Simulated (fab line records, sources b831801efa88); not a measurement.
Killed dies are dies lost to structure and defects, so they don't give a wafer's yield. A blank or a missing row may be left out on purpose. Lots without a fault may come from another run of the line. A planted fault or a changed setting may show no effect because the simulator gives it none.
Which tool did it? | flow gf180mcu | 6 lots, 18 wafers sampled, at 3 steps of a route of 602

WHAT THE GAUGES READ, wafer by wafer
GF_VT_IMPLANT_RS_MEAS_49: measures by four-point-probe.
lot  | measured     | on            | MVPSD_RS (ohm/sq)
L575 | day 7 17:52  | film_metro-01 | 1179.9 1183.7 1180.1
L578 | day 8 17:43  | film_metro-02 | 1174.9 1175.4 1178.1
L580 | day 9 05:13  | film_metro-02 | 1176.2 1178.2 1175.1
L582 | day 9 19:33  | film_metro-01 | 1179.2 1177.5 1176.2
L584 | day 10 08:49 | film_metro-02 | 1178.1 1176.6 1178.2
L591 | day 12 10:42 | film_metro-01 | 1228.6 1230.1 1230.7

WHICH TOOL RAN EACH LOT (tool, then ch and the chambers of the sampled wafers, then the start)
lot  | GF_MVPSD_IMPLANT_09            | GF_VT_IMPLANT_STRIP_31
L575 | implanter-03 ch 0, day 5 05:08 | plasma_asher-02 ch 0,1, day 7 02:07
L578 | implanter-04 ch 0, day 6 01:25 | plasma_asher-03 ch 0,1, day 8 00:23
L580 | implanter-03 ch 0, day 6 11:32 | plasma_asher-02 ch 0,1, day 8 11:44
L582 | implanter-03 ch 0, day 6 23:52 | plasma_asher-02 ch 0,1, day 9 01:53
L584 | implanter-01 ch 0, day 7 12:32 | plasma_asher-02 ch 0,1, day 9 14:32
L591 | implanter-03 ch 0, day 9 08:17 | plasma_asher-02 ch 0,1, day 11 14:47
- GF_MVPSD_IMPLANT_09
- GF_VT_IMPLANT_STRIP_31: strips in O2/N2.

THE ANSWER, worked out from the rows above alone
Rule: what is usual is taken from the lots themselves. Put in order of their means at a reading, lots are off if they are a third of the lots or fewer, leave a main group of 4 or more, and stand apart from it by a gap of 3 or more times the standard deviation of the main group's means; of several such gaps the widest counts. A main group whose means are all the same, to the digits that the tables above print for the reading, isn't used. A lot without any number at a reading at which 4 lots or more have one is off too. The other lots that the step has rows for count as sound.
Off: L591, at GF_VT_IMPLANT_RS_MEAS_49 (MVPSD_RS). The main group: mean 1177.8 ohm/sq, standard deviation 1.8.
A tool fits if, at a process step before that reading, it ran every lot that is off, and no sound lot after the first of them. The gauges at GF_VT_IMPLANT_RS_MEAS_49 are tried like those tools. Can't be told from this: 3 tools fit, implanter-03 at GF_MVPSD_IMPLANT_09, plasma_asher-02 at GF_VT_IMPLANT_STRIP_31, film_metro-01 at GF_VT_IMPLANT_RS_MEAS_49.

WHAT THE SIMULATOR HAD PUT IN
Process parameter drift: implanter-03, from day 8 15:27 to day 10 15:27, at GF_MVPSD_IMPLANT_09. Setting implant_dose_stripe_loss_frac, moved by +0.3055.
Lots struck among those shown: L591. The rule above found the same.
